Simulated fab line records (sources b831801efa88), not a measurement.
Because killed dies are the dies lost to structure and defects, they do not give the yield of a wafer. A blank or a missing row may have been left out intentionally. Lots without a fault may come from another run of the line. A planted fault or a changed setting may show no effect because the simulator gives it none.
Which tool is to blame? :: flow gf180mcu :: 6 lots with 18 wafers sampled at 2 steps, on a route of 602 steps

## WHAT THE GAUGES READ, wafer by wafer
GF_HV_LDD_THK_MEAS_55.
lot: L937
measured: day 12 23:14
on: filmMetro-04
HV_LDD_CVD_54_THK (nm): 10.17 10.03 10.04

lot: L939
measured: day 13 13:19
on: filmMetro-03
HV_LDD_CVD_54_THK (nm): 10.05 10.16 10.04

lot: L941
measured: day 14 12:53
on: filmMetro-04
HV_LDD_CVD_54_THK (nm): 9.92 9.94 9.96

lot: L944
measured: day 15 13:20
on: filmMetro-03
HV_LDD_CVD_54_THK (nm): 6.94 6.87 7.07

lot: L955
measured: day 19 04:10
on: filmMetro-03
HV_LDD_CVD_54_THK (nm): 10.27 10.06 10.16

lot: L958
measured: day 20 01:10
on: filmMetro-03
HV_LDD_CVD_54_THK (nm): 9.91 10.15 10.08

## TOOL THAT RAN EACH LOT (tool first, then ch and the chambers of the sampled wafers, then the start)
lot: L937
GF_HV_LDD_CVD_54: lpcvd-01 ch 1, day 12 21:43

lot: L939
GF_HV_LDD_CVD_54: lpcvd-02 ch 1, day 13 12:17

lot: L941
GF_HV_LDD_CVD_54: lpcvd-02 ch 0, day 14 11:51

lot: L944
GF_HV_LDD_CVD_54: lpcvd-02 ch 1, day 15 12:18

lot: L955
GF_HV_LDD_CVD_54: lpcvd-01 ch 1, day 19 03:08

lot: L958
GF_HV_LDD_CVD_54: lpcvd-01 ch 0, day 20 00:08
- GF_HV_LDD_CVD_54: deposits SiO2 from TEOS, target thk 10 nm, time 75 s.

## THE ANSWER, worked out from the rows above alone
Rule: the usual values come from the lots themselves. The widest of any qualifying gaps counts: lots, ordered by their means at a reading, are off when they make up no more than a third of the lots, leave a main group of 4 or more, and stand apart from it by 3 or more times the standard deviation of that group's means. A main group is skipped when, at the precision printed for the reading in the tables above, its means are all equal. Also off: a lot with no number at a reading for which 4 or more lots have one. Where the step has rows for the other lots, those lots are counted as sound.
Off: L944, at GF_HV_LDD_THK_MEAS_55 (HV_LDD_CVD_54_THK). For the main group the mean is 10.06 nm and the standard deviation 0.072.
If a tool, at a process step before that reading, ran all the lots that are off and no sound lot after the first of them, it fits. The gauges at GF_HV_LDD_THK_MEAS_55 are tried like those tools. One candidate fits, namely lpcvd-02 at GF_HV_LDD_CVD_54. Its last sound lot is L941 (day 14 11:51), its first lot that is off L944 (day 15 12:18): a fault that began between those two fits.

## WHAT THE SIMULATOR PUT IN
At GF_HV_LDD_CVD_54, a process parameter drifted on lpcvd-02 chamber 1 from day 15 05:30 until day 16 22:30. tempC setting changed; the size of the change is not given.
Shown lots that were struck: L944. The rule above found the same.
